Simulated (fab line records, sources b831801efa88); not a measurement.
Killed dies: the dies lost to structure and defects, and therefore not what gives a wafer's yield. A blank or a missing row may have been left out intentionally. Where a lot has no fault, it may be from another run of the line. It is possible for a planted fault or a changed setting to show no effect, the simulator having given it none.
Struck lot and sound lot, side by side | flow sky130 | 16 steps out of a route of 708
Sound: these wafers, L370.2, L370.3, L370.6. Struck: wafer L376.2. (L376.1, L376.6 of the same lot were not struck and are left out.) The cause comes at the end.
At each step with rows: each side's tool, then ch and its chambers, then its first start. Under that, the readings that differ: sound wafers | struck wafers | difference of the means | sigmas: that difference in standard deviations of wafers without a fault.
alike: same words and numbers on both sides, and readings whose means sit less than 2 such deviations apart. not compared: any withheld reading, any reading some wafer has no value for, any bound like >300 that may hide the same value, and any number with overlapping values for which the record gives no deviation.
Wherever a step has rows on one side only, a row that says differs or no value, or a row with sigmas, the two part there. Non-overlapping numbers with no deviation appear without sigmas and do not part them. A reading that every wafer of one side lacks parts them only if that side has two wafers or more.

SKY_SD_N_OVL_MEAS_08:
  sound on overlay-01 at day 31 10:58; struck on overlay-01 at day 32 20:20
  alike: SD_N_OVL
then, 2 steps without rows for these wafers: SKY_SD_N_IMPLANT_09; SKY_SD_N_IMPLANT_10.
SKY_SD_N_STRIP_11: strips in O2/N2.
  sound on plasma_asher-03 ch 0,1, day 31 11:17; struck on plasma_asher-01 ch 1, day 32 20:40
  alike: drypump_motor_current_A, oes_product_au, strip_time_to_endpoint_s
  not compared: rf_hours_counter_h
SKY_SD_N_TW_MEAS_12:
  sound on film_metro-02 at day 31 11:24; struck on film_metro-02 at day 32 20:46
  reading | sound          | struck | difference | sigmas
  SD_N_TW | 4032 4039 4014 | 3946   | -82        | -3
then, 1 step without rows for these wafers: SKY_SD_N_CLEAN_13 (cleans in SC1/SC2, time 150 s).
SKY_SD_N_RTA_14: time 2 s.
  sound on rtp_anneal-02 ch 0, day 31 11:31; struck on rtp_anneal-02 ch 0, day 32 20:53
  reading        | sound             | struck | difference | sigmas
  chamber_o2_ppm | 2.027 1.999 2.014 | 1.934  | -0.079     | -4
  alike: lamp_power_pct, wafer_temp_C_max
SKY_SD_N_RS_MEAS_16: measures by four-point-probe.
  sound on film_metro-01 at day 31 11:42; struck on film_metro-01 at day 32 21:03
  alike: SD_N_RS
SKY_SD_N_RS_MEAS_17: measures by four-point-probe.
  sound on film_metro-01 at day 31 11:49; struck on film_metro-01 at day 32 21:10
  alike: SD_P_RS
SKY_SD_N_RS_MEAS_18: measures by four-point-probe.
  sound on film_metro-01 at day 31 11:56; struck on film_metro-01 at day 32 21:17
  alike: RES_XHIGH_RS
then, 1 step without rows for these wafers: SKY_SALICIDE_CLEAN_00 (cleans in HF-last, time 30 s).
SKY_LI_CONTACT_HDPCVD_00: deposits PSG, target thk 930 nm, time 155 s.
  sound on hdpcvd-01 ch 0,1, day 31 12:04; struck on hdpcvd-01 ch 2, day 32 21:26
  reading                                       | sound             | struck | difference | sigmas
  sih4_flow_sccm (sccm)                         | 60.27 59.87 60.16 | 72.12  | +12.02     | +71
  model.PSG_of_LI_CONTACT_HDPCVD_00.thk_nm (nm) | 911.5 925 932.4   | 1113   | +190       |
SKY_LI_CONTACT_THK_MEAS_01:
  sound on film_metro-02 at day 31 12:10; struck on film_metro-02 at day 32 21:32
  reading                    | sound       | struck | difference | sigmas
  LI_CONTACT_HDPCVD_THK (nm) | 912 925 933 | 1113   | +190       | +17
SKY_LI_CONTACT_CMP_02: polishes PSG.
  sound on cmp-01 ch 0,2,3, day 31 12:13; struck on cmp-01 ch 1, day 32 21:41
  reading                | sound          | struck | difference | sigmas
  time_to_endpoint_s (s) | 26.8 32.1 35.5 | 48.9   | +17.4      | +7
  alike: motor_current_A
SKY_LI_CONTACT_BOW_MEAS_03:
  sound on film_metro-02 at day 31 12:32; struck on film_metro-01 at day 32 21:53
  alike: LI_CONTACT_BOW
next, for these wafers, 1 step has no rows: SKY_PAD_OPEN_PROBE_99.

WHERE THEY PART
First at SKY_SD_N_TW_MEAS_12; last, within this record, at SKY_LI_CONTACT_CMP_02. Later steps at which nothing parts them and some readings are alike: SKY_LI_CONTACT_BOW_MEAS_03.

WHY: whatever the simulator had introduced
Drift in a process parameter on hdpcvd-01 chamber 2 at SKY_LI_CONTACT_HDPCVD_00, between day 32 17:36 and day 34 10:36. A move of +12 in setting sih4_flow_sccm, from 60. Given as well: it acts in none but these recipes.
